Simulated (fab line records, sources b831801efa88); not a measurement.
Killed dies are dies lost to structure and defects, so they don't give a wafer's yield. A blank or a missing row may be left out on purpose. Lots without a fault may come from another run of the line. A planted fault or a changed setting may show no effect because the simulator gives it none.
Which tool did it? | flow gf180mcu | 13 lots, 39 wafers sampled, at 6 steps of a route of 602

WHAT THE GAUGES READ, wafer by wafer
GF_VT_IMPLANT_TW_MEAS_43. Usual: VT_IMPLANT_4_TW 693, standard deviation 4.
lot  | measured     | on            | VT_IMPLANT_4_TW | flag
L484 | day 7 11:55  | film_metro-03 | 699 697 700     |
L486 | day 8 03:24  | film_metro-04 | 694 691 686     |
L490 | day 9 04:45  | film_metro-03 | 699 697 698     |
L493 | day 9 23:15  | film_metro-04 | 687 693 693     |
L494 | day 10 12:13 | film_metro-04 | 693 689 697     |
L497 | day 11 05:52 | film_metro-04 | 689 690 690     |
L498 | day 11 10:39 | film_metro-01 | 692 691 692     |
L500 | day 11 22:51 | film_metro-03 | 695 701 696     |
L502 | day 12 14:25 | film_metro-03 | 694 697 698     |
L503 | day 12 20:25 | film_metro-04 | 695 695 692     |
L504 | day 13 03:40 | film_metro-04 | 685 692 686     |
L505 | day 13 09:51 | film_metro-04 | 690 688 687     |
L507 | day 14 01:06 | film_metro-01 | 696 689 692     |

GF_POLY_GATE_THK_MEAS_17. Usual: POLY_GATE_OXIDATION_THK 4.01 nm, standard deviation 0.079.
lot  | measured     | on            | POLY_GATE_OXIDATION_THK (nm) | flag
L484 | day 9 04:02  | film_metro-04 | 4.09 4.17 4.07               |
L486 | day 9 22:34  | film_metro-04 | 4.17 4.13 4.09               |
L490 | day 11 00:06 | film_metro-03 | 4.07 4.08 4.04               |
L493 | day 12 01:23 | film_metro-02 | 4.02 4.16 4.17               |
L494 | day 12 10:41 | film_metro-04 | 4.07 4.10 4.06               |
L497 | day 13 06:00 | film_metro-04 | 4.06 4.00 4.07               |
L498 | day 13 13:25 | film_metro-04 | 3.96 3.91 4.01               |
L500 | day 14 00:34 | film_metro-04 | 3.99 3.97 3.98               |
L502 | day 14 15:29 | film_metro-02 | 3.83 3.94 3.86               |
L503 | day 14 21:26 | film_metro-02 | 3.94 3.96 3.93               |
L504 | day 15 07:35 | film_metro-03 | 4.02 4.03 4.05               |
L505 | day 15 13:11 | film_metro-04 | 3.98 3.88 4.09               |
L507 | day 16 04:58 | film_metro-03 | 4.02 4.06 4.09               |

GF_POLY_GATE_CD_MEAS_18. Usual: cd_nm 279.6 nm, standard deviation 2.
lot  | measured     | on        | cd_nm (nm)        | flag
L484 | day 9 04:07  | cd_sem-02 | 283.4 279.7 280.2 |
L486 | day 9 22:37  | cd_sem-02 | 279.5 278.8 277.4 |
L490 | day 11 00:10 | cd_sem-01 | 282.6 282.1 280.7 |
L493 | day 12 01:27 | cd_sem-02 | 281.0 280.0 280.2 |
L494 | day 12 10:46 | cd_sem-02 | 281.3 281.8 281.8 |
L497 | day 13 06:05 | cd_sem-01 | 277.8 278.5 277.4 |
L498 | day 13 13:29 | cd_sem-02 | 281.5 277.8 279.8 |
L500 | day 14 00:38 | cd_sem-02 | 279.1 277.7 279.1 |
L502 | day 14 15:34 | cd_sem-01 | 280.1 281.2 280.0 |
L503 | day 14 21:31 | cd_sem-01 | 281.4 280.2 278.5 |
L504 | day 15 07:40 | cd_sem-02 | 282.1 280.5 284.1 |
L505 | day 15 13:14 | cd_sem-01 | 282.6 281.1 281.1 |
L507 | day 16 05:01 | cd_sem-01 | 280.3 278.5 278.9 |

GF_HV_LDD_CD_MEAS_19: target cd 400 nm. Usual: cd_nm 399.5 nm, standard deviation 1.9.
lot  | measured     | on        | cd_nm (nm)        | flag
L484 | day 10 16:14 | cd_sem-02 | 403.5 399.7 401.1 |
L486 | day 11 11:01 | cd_sem-02 | 402.5 401.8 401.3 |
L490 | day 12 12:40 | cd_sem-01 | 402.4 399.7 400.0 |
L493 | day 13 17:43 | cd_sem-02 | - - -             | OFF
L494 | day 14 03:38 | cd_sem-02 | 397.2 397.8 396.6 |
L497 | day 15 00:07 | cd_sem-01 | 401.7 403.3 401.1 |
L498 | day 15 08:02 | cd_sem-01 | 402.2 402.4 400.8 |
L500 | day 15 21:07 | cd_sem-01 | 399.5 402.3 400.0 |
L502 | day 16 10:53 | cd_sem-01 | 398.4 397.4 398.5 |
L503 | day 16 18:08 | cd_sem-01 | 397.7 395.7 399.6 |
L504 | day 17 04:50 | cd_sem-01 | 397.4 398.0 400.1 |
L505 | day 17 10:31 | cd_sem-01 | 398.6 398.1 398.6 |
L507 | day 18 02:46 | cd_sem-01 | 401.8 401.0 400.6 |

GF_HV_LDD_TW_MEAS_23. Usual: HV_LDD_2_TW 1060, standard deviation 5.8.
lot  | measured     | on            | HV_LDD_2_TW    | flag
L484 | day 10 16:38 | film_metro-03 | 1065 1062 1061 |
L486 | day 11 11:25 | film_metro-03 | 1060 1059 1053 |
L490 | day 12 13:04 | film_metro-01 | 1056 1047 1047 |
L493 | day 13 18:07 | film_metro-03 | 30 30 30       | OFF
L494 | day 14 04:02 | film_metro-02 | 1054 1061 1062 |
L497 | day 15 00:29 | film_metro-01 | 1055 1051 1048 |
L498 | day 15 08:26 | film_metro-01 | 1056 1052 1061 |
L500 | day 15 21:31 | film_metro-03 | 1072 1073 1067 |
L502 | day 16 11:17 | film_metro-01 | 1063 1060 1055 |
L503 | day 16 18:32 | film_metro-01 | 1059 1059 1057 |
L504 | day 17 05:16 | film_metro-01 | 1062 1066 1062 |
L505 | day 17 10:55 | film_metro-01 | 1060 1063 1057 |
L507 | day 18 03:10 | film_metro-03 | 1065 1059 1068 |

WHICH TOOL RAN EACH LOT (tool, then ch and the chambers of the sampled wafers, then the start)
lot  | GF_HV_LDD_EXPOSE_16
L484 | iline_stepper-01 ch 0, day 10 07:19
L486 | iline_stepper-01 ch 0, day 11 01:53
L490 | iline_stepper-02 ch 0, day 12 03:29
L493 | iline_stepper-02 ch 0, day 13 07:29
L494 | iline_stepper-02 ch 0, day 13 17:44
L497 | iline_stepper-02 ch 0, day 14 13:59
L498 | iline_stepper-02 ch 0, day 14 21:31
L500 | iline_stepper-02 ch 0, day 15 09:31
L502 | iline_stepper-02 ch 0, day 16 00:21
L503 | iline_stepper-01 ch 0, day 16 06:55
L504 | iline_stepper-01 ch 0, day 16 17:14
L505 | iline_stepper-02 ch 0, day 16 23:41
L507 | iline_stepper-01 ch 0, day 17 15:04
- GF_HV_LDD_EXPOSE_16: exposes mask Pplus LV AREA, target cd 400 nm.

WHAT THE TOOLS THEMSELVES READ (means of the sampled wafers that have a number; where no wafer has one, the mark that the record gives instead)
GF_HV_LDD_EXPOSE_16. Usual: exposure_dose_mJ_cm2 140.01, standard deviation 0.16.
lot  | tool             | exposure_dose_mJ_cm2 | flag
L484 | iline_stepper-01 | 140.02               |
L486 | iline_stepper-01 | 139.90               |
L490 | iline_stepper-02 | 139.88               |
L493 | iline_stepper-02 | 140.00               |
L494 | iline_stepper-02 | 139.72               |
L497 | iline_stepper-02 | 140.02               |
L498 | iline_stepper-02 | 140.28               |
L500 | iline_stepper-02 | 139.84               |
L502 | iline_stepper-02 | 139.91               |
L503 | iline_stepper-01 | 139.88               |
L504 | iline_stepper-01 | 140.03               |
L505 | iline_stepper-02 | 140.05               |
L507 | iline_stepper-01 | 139.95               |

THE ANSWER, worked out from the rows above alone
Rule: a lot is off if the mean of its wafers that have a number lies more than 3 standard deviations from the usual mean. A lot without any number at a reading at which 4 lots or more have one is off too. The other lots that the step has rows for count as sound. The gauges are gone through in route order, then the tools' own readings, and for those a lot's mean is taken as printed above. The first step at which some lot is off is used, and at that step the reading that is off furthest; a lot without a number counts as furthest.
Off: L493, at GF_HV_LDD_CD_MEAS_19 (cd_nm). Without a number there: L493.
A tool fits if, at a process step before that reading, it ran every lot that is off, and no sound lot after the first of them. The gauges at GF_HV_LDD_CD_MEAS_19 aren't tried: what is off there is off at GF_HV_LDD_TW_MEAS_23 too, on other tools, and a gauge's error can't cause that. None of those tried fits.

WHAT THE SIMULATOR HAD PUT IN
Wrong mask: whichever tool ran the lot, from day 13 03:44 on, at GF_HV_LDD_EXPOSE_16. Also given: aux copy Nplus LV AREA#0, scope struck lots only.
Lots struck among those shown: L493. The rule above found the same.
